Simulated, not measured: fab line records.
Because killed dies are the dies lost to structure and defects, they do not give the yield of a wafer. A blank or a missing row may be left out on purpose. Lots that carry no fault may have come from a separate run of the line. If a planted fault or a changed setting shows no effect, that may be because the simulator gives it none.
What tool caused it? ; flow sky130 ; Sampling: 12 lots, 36 wafers, 3 of 708 route steps

WHAT EACH GAUGE READ, for each wafer
SKY_VIA1_CD_MEAS_12: target cd 150 nm.
lot;measured;on;cd_nm (nm)
L240;day 33 22:17;cd_sem-01;149.8 150.4 150.5
L241;day 34 02:21;cd_sem-02;148.5 147.9 148.6
L242;day 34 12:34;cd_sem-02;150.3 148.8 150.4
L243;day 35 05:26;cd_sem-02;149.7 150.3 151.1
L245;day 35 18:29;cd_sem-01;146.8 148.3 147.9
L247;day 36 10:32;cd_sem-01;151.5 151.5 152.2
L250;day 37 07:11;cd_sem-02;152.5 152.5 151.1
L252;day 37 20:02;cd_sem-02;145.2 146.3 145.3
L255;day 38 16:11;cd_sem-01;151.7 151.9 149.5
L259;day 39 22:47;cd_sem-01;148.8 148.1 149.4
L261;day 40 08:31;cd_sem-02;150.5 151.6 149.7
L262;day 40 16:06;cd_sem-01;147.9 149.5 147.0

WHAT TOOL EACH LOT RAN ON (gives the tool, then ch and the chambers of the sampled wafers, and finally the start)
lot;SKY_LI_CONTACT_ETCH_14;SKY_LI_CONTACT_STRIP_16
L240;rie_diel-01 ch 0,2, day 29 01:44;plasma_asher-03 ch 0,1, day 29 01:52
L241;rie_diel-01 ch 0,2,3, day 29 07:32;plasma_asher-02 ch 0,1, day 29 07:40
L242;rie_diel-02 ch 1,2, day 29 19:08;plasma_asher-02 ch 0,1, day 29 19:17
L243;rie_diel-02 ch 0,1,2, day 30 11:47;plasma_asher-01 ch 0,1, day 30 11:55
L245;rie_diel-02 ch 0,3, day 31 01:05;plasma_asher-02 ch 0,1, day 31 01:12
L247;rie_diel-03 ch 0,2,3, day 31 18:05;plasma_asher-02 ch 0,1, day 31 18:13
L250;rie_diel-02 ch 0,1,2, day 32 17:05;plasma_asher-02 ch 0,1, day 32 17:13
L252;rie_diel-02 ch 0,1,2, day 33 04:11;plasma_asher-02 ch 0,1, day 33 04:19
L255;rie_diel-01 ch 0,1,3, day 34 03:47;plasma_asher-03 ch 0,1, day 34 03:55
L259;rie_diel-02 ch 0,1,2, day 35 10:29;plasma_asher-03 ch 0,1, day 35 10:37
L261;rie_diel-02 ch 1,3, day 35 22:56;plasma_asher-01 ch 0,1, day 35 23:05
L262;rie_diel-01 ch 0,1, day 36 06:38;plasma_asher-01 ch 0,1, day 36 06:46
- SKY_LI_CONTACT_ETCH_14: etches BARC in N2/H2, stops on SiO2, time 45.9 s, target depth 60 nm.
- SKY_LI_CONTACT_STRIP_16: strips in O2/N2.

AS READ BY THE TOOLS THEMSELVES (means over the sampled wafers that have a number; for cases with no such wafer, the mark the record gives instead)
SKY_LI_CONTACT_ETCH_14.
lot;tool;drypump_motor_current_A (A);oes_product_au (a.u.);run_length_s (s);throttle_valve_pct (%)
L240;rie_diel-01;5.7;0.858;74.3;13.226
L241;rie_diel-01;5.6;0.852;73.9;13.228
L242;rie_diel-02;5.3;0.858;74.1;13.230
L243;rie_diel-02;5.3;0.858;74.2;13.223
L245;rie_diel-02;5.1;0.856;74.8;13.230
L247;rie_diel-03;5.4;0.854;74.1;13.234
L250;rie_diel-02;5.3;0.898;63.3;13.235
L252;rie_diel-02;5.3;0.897;63.3;13.227
L255;rie_diel-01;5.7;0.857;74.0;13.232
L259;rie_diel-02;5.3;0.857;74.4;13.228
L261;rie_diel-02;5.1;0.861;74.1;13.220
L262;rie_diel-01;5.7;0.854;74.0;13.228

SKY_LI_CONTACT_STRIP_16.
lot;tool;drypump_motor_current_A (A);o2_flow_sccm (sccm);oes_product_au (a.u.);strip_time_to_endpoint_s (s)
L240;plasma_asher-03;6.0;2997;0.373;3.50
L241;plasma_asher-02;6.2;2996;0.374;3.48
L242;plasma_asher-02;6.2;3001;0.377;3.50
L243;plasma_asher-01;5.4;2989;0.373;3.51
L245;plasma_asher-02;6.0;3000;0.376;3.50
L247;plasma_asher-02;6.0;3005;0.374;3.51
L250;plasma_asher-02;6.0;2999;0.378;3.59
L252;plasma_asher-02;6.0;3004;0.382;3.60
L255;plasma_asher-03;6.0;3010;0.376;3.46
L259;plasma_asher-03;6.0;2998;0.378;3.51
L261;plasma_asher-01;5.4;3000;0.372;3.48
L262;plasma_asher-01;5.4;2994;0.373;3.47

THE ANSWER, worked out from the rows above alone
Rule: the usual values come from the lots themselves. The widest of any qualifying gaps counts: lots, ordered by their means at a reading, are off when they make up no more than a third of the lots, leave a main group of 4 or more, and stand apart from it by 3 or more times the standard deviation of that group's means. Not used: any main group whose means are identical at the precision the tables above print for the reading. Also off: a lot with no number at a reading for which 4 or more lots have one. All remaining lots with rows at the step are treated as sound. After the gauges, taken in route order, come the tools' own readings; for these a lot's mean is taken, as printed above. At the first step where some lot is off, the reading lying furthest off is the one used; lots without a number count as furthest.
Off, at SKY_LI_CONTACT_ETCH_14 on run_length_s: L250, L252. For the main group the mean is 74.2 s and the standard deviation 0.25.
If a tool, at that step or one of the process steps before it, ran each lot that is off and ran no sound lot following the first of them, it fits. None of those tried fits.

WHAT THE SIMULATOR HAD INSERTED
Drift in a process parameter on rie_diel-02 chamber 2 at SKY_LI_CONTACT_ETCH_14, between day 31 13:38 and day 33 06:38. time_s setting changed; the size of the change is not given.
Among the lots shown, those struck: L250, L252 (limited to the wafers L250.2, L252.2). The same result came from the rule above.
